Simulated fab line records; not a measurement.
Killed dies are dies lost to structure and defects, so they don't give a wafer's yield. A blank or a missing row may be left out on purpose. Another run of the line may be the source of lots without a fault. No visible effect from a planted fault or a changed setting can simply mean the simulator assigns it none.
Which tool is to blame? | flow sky130 | Sampling: 11 lots, 33 wafers, 3 of 708 route steps

WHAT THE GAUGES READ, wafer by wafer
SKY_NWELL_THK_MEAS_02. Usual: NWELL_OXIDATION_THK gives 9.99 nm (standard deviation 0.18).
lot  | measured    | on            | NWELL_OXIDATION_THK (nm) | flag
L169 | day 2 18:56 | film metro-02 | 9.88 9.74 9.81           |
L171 | day 3 03:22 | film metro-02 | 10.15 10.20 10.27        |
L172 | day 3 09:05 | film metro-03 | 9.73 9.85 9.90           |
L181 | day 5 06:40 | film metro-01 | 10.30 10.39 10.40        |
L182 | day 5 12:33 | film metro-02 | 9.92 9.96 9.90           |
L183 | day 5 18:14 | film metro-01 | 9.98 10.10 10.03         |
L184 | day 6 01:04 | film metro-03 | 9.67 10.03 9.78          |
L185 | day 6 05:17 | film metro-03 | 10.00 10.17 10.12        |
L187 | day 6 13:31 | film metro-02 | 9.82 9.78 9.79           |
L188 | day 6 21:17 | film metro-03 | 10.12 10.06 10.12        |
L190 | day 7 07:52 | film metro-01 | 10.16 10.03 10.18        |

SKY_NWELL_TW_MEAS_15. Usual: NWELL_TW gives 1817 (standard deviation 14).
lot  | measured     | on            | NWELL_TW       | flag
L169 | day 4 23:29  | film metro-01 | 1817 1820 1818 |
L171 | day 5 10:17  | film metro-03 | 1801 1799 1790 |
L172 | day 5 15:01  | film metro-03 | 1805 1808 1794 |
L181 | day 7 19:04  | film metro-03 | 1802 1809 1797 |
L182 | day 7 23:41  | film metro-03 | 1805 1820 1810 |
L183 | day 8 06:30  | film metro-01 | 1808 1820 1833 |
L184 | day 8 13:44  | film metro-01 | 1820 1818 1817 |
L185 | day 8 18:58  | film metro-01 | 1827 1819 1821 |
L187 | day 9 03:51  | film metro-01 | 1833 1828 1832 |
L188 | day 9 12:14  | film metro-02 | 1830 1833 1826 |
L190 | day 10 00:02 | film metro-02 | 1830 1842 1833 |

SKY_LDD_N_OVL_MEAS_07. Usual: LDD_N_OVL gives 0.1 nm (standard deviation 1.4).
lot  | measured     | on         | LDD_N_OVL (nm) | flag
L169 | day 18 14:52 | overlay-02 | 0.5 2.5 2.1    |
L171 | day 19 02:24 | overlay-01 | 0.2 -2.7 1.2   |
L172 | day 19 10:04 | overlay-02 | 1.3 1.8 -1.7   |
L181 | day 22 12:17 | overlay-02 | 0.5 0.6 -0.3   |
L182 | day 22 20:25 | overlay-02 | -2.1 -1.7 -1.6 |
L183 | day 23 04:58 | overlay-01 | -0.8 -2.2 -0.6 |
L184 | day 23 13:25 | overlay-02 | 2.5 2.4 1.5    |
L185 | day 23 22:55 | overlay-02 | -0.1 -1.4 0.3  |
L187 | day 24 13:33 | overlay-01 | -0.5 -1.4 -0.9 |
L188 | day 24 23:37 | overlay-02 | 1.5 1.9 2.5    |
L190 | day 25 17:07 | overlay-02 | 0.2 -1.8 0.6   |

EACH LOT AND THE TOOL THAT RAN IT (in order: tool; ch and the chambers of the sampled wafers; start)
There is no process step in the record ahead of these readings.

AS READ BY THE TOOLS THEMSELVES (means over the sampled wafers that have a number; for cases with no such wafer, the mark the record gives instead)
The record holds no such reading with a usual standard deviation.

THE ANSWER, worked out from the rows above alone
Rule: lot off if the mean of its wafers having a number is beyond 3 standard deviations from the usual mean. Also off: a lot with no number at a reading for which 4 or more lots have one. All remaining lots with rows at the step are treated as sound. First the gauges in route order, then the tools' own readings, where a lot's mean is used as printed above. The first step at which some lot is off is used, and at that step the reading that is off furthest; a lot without a number counts as furthest.
Nothing can be told from this: no lot is off at any reading shown.

WHAT THE SIMULATOR PUT IN
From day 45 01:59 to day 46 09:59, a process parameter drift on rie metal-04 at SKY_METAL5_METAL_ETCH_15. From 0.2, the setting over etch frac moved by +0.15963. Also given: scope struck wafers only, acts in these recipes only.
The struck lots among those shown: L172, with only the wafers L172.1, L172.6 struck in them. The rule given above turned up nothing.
